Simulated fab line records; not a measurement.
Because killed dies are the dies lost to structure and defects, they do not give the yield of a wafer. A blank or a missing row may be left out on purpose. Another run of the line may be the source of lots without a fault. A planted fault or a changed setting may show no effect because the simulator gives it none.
Which tool was responsible? + flow sfq line + 14 lots, 42 wafers sampled, at 3 steps of a route of 325

== WHAT THE GAUGES SHOWED, per wafer ==
SFQ_R5_RS_MEAS_933: measures by four-point-probe. Usual: R5_MONX_RS 7.05 ohm/sq, standard deviation 0.062.
| lot  | measured     | on            | R5_MONX_RS (ohm/sq) | flag |
|------|--------------|---------------|---------------------|------|
| L637 | day 60 10:31 | film metro-01 | 7.14 7.09 7.10      |      |
| L639 | day 60 22:34 | film metro-03 | 6.99 6.98 7.01      |      |
| L641 | day 61 01:31 | film metro-03 | 7.03 7.09 7.05      |      |
| L643 | day 65 13:25 | film metro-01 | 7.05 7.01 6.96      |      |
| L646 | day 66 05:04 | film metro-03 | 6.95 7.05 7.05      |      |
| L647 | day 66 08:01 | film metro-03 | 7.07 6.94 7.08      |      |
| L648 | day 66 11:11 | film metro-03 | 7.00 6.98 7.10      |      |
| L650 | day 66 17:08 | film metro-01 | 6.97 7.05 7.02      |      |
| L653 | day 67 09:07 | film metro-03 | 7.15 7.05 7.11      |      |
| L654 | day 67 11:31 | film metro-03 | 7.06 7.06 6.99      |      |
| L655 | day 69 07:55 | film metro-03 | 7.00 7.02 7.07      |      |
| L658 | day 71 03:07 | film metro-01 | 7.07 7.13 7.13      |      |
| L659 | day 71 05:16 | film metro-04 | 7.10 7.06 7.09      |      |
| L660 | day 75 14:58 | film metro-04 | 7.03 7.01 7.00      |      |

SFQ_I5_OVL_MEAS_936. Usual: I5_OVL 1 nm, standard deviation 4.
| lot  | measured     | on         | I5_OVL (nm) | flag |
|------|--------------|------------|-------------|------|
| L637 | day 65 13:14 | overlay-02 | 2 2 5       |      |
| L639 | day 66 01:56 | overlay-01 | -4 0 -4     |      |
| L641 | day 66 06:43 | overlay-01 | -3 -1 -3    |      |
| L643 | day 71 12:10 | overlay-01 | 2 2 -2      |      |
| L646 | day 71 15:47 | overlay-02 | -2 1 3      |      |
| L647 | day 71 16:58 | overlay-02 | 0 -1 -1     |      |
| L648 | day 71 19:23 | overlay-01 | -2 -1 -4    |      |
| L650 | day 72 00:10 | overlay-02 | 2 2 4       |      |
| L653 | day 72 12:10 | overlay-01 | 3 2 6       |      |
| L654 | day 72 15:46 | overlay-01 | 4 6 7       |      |
| L655 | day 74 00:40 | overlay-01 | 7 6 9       |      |
| L658 | day 76 10:16 | overlay-02 | 0 3 4       |      |
| L659 | day 76 11:28 | overlay-01 | -2 -1 0     |      |
| L660 | day 80 06:40 | overlay-02 | 0 6 0       |      |

== WHAT TOOL EACH LOT RAN ON (gives the tool, then ch and the chambers of the sampled wafers, and finally the start) ==
| lot  | SFQ_TRILAYER_A5B_METRO_MEASURE_131 |
|------|------------------------------------|
| L637 | film metro-04, day 60 09:14        |
| L639 | film metro-02, day 60 21:38        |
| L641 | film metro-02, day 61 00:14        |
| L643 | film metro-02, day 65 12:07        |
| L646 | film metro-02, day 66 04:07        |
| L647 | film metro-04, day 66 06:43        |
| L648 | film metro-04, day 66 10:15        |
| L650 | film metro-04, day 66 15:51        |
| L653 | film metro-02, day 67 08:00        |
| L654 | film metro-02, day 67 10:13        |
| L655 | film metro-04, day 69 06:48        |
| L658 | film metro-04, day 71 02:00        |
| L659 | film metro-03, day 71 03:59        |
| L660 | film metro-02, day 75 13:40        |
- SFQ_TRILAYER_A5B_METRO_MEASURE_131

== AS READ BY THE TOOLS THEMSELVES (means over the sampled wafers that have a number; for cases with no such wafer, the mark the record gives instead) ==
SFQ_TRILAYER_A5B_METRO_MEASURE_131. Usual: thk nm 341 nm, standard deviation 5.2.
| lot  | tool          | thk nm (nm) | flag |
|------|---------------|-------------|------|
| L637 | film metro-04 | 334         |      |
| L639 | film metro-02 | 344         |      |
| L641 | film metro-02 | 339         |      |
| L643 | film metro-02 | 341         |      |
| L646 | film metro-02 | 346         |      |
| L647 | film metro-04 | 348         |      |
| L648 | film metro-04 | 335         |      |
| L650 | film metro-04 | 340         |      |
| L653 | film metro-02 | 339         |      |
| L654 | film metro-02 | 346         |      |
| L655 | film metro-04 | 348         |      |
| L658 | film metro-04 | 343         |      |
| L659 | film metro-03 | 346         |      |
| L660 | film metro-02 | 352         |      |

== THE ANSWER, worked out from the rows above alone ==
Rule: lot off if the mean of its wafers having a number is beyond 3 standard deviations from the usual mean. A lot without any number at a reading at which 4 lots or more have one is off too. All remaining lots with rows at the step are treated as sound. Order of review: gauges by route order, followed by the tools' own readings, for which a lot's mean as printed above is used. The first step at which some lot is off is used, and at that step the reading that is off furthest; a lot without a number counts as furthest.
No lot is off at any reading shown: from this, nothing can be told.

== WHAT THE SIMULATOR HAD PUT IN ==
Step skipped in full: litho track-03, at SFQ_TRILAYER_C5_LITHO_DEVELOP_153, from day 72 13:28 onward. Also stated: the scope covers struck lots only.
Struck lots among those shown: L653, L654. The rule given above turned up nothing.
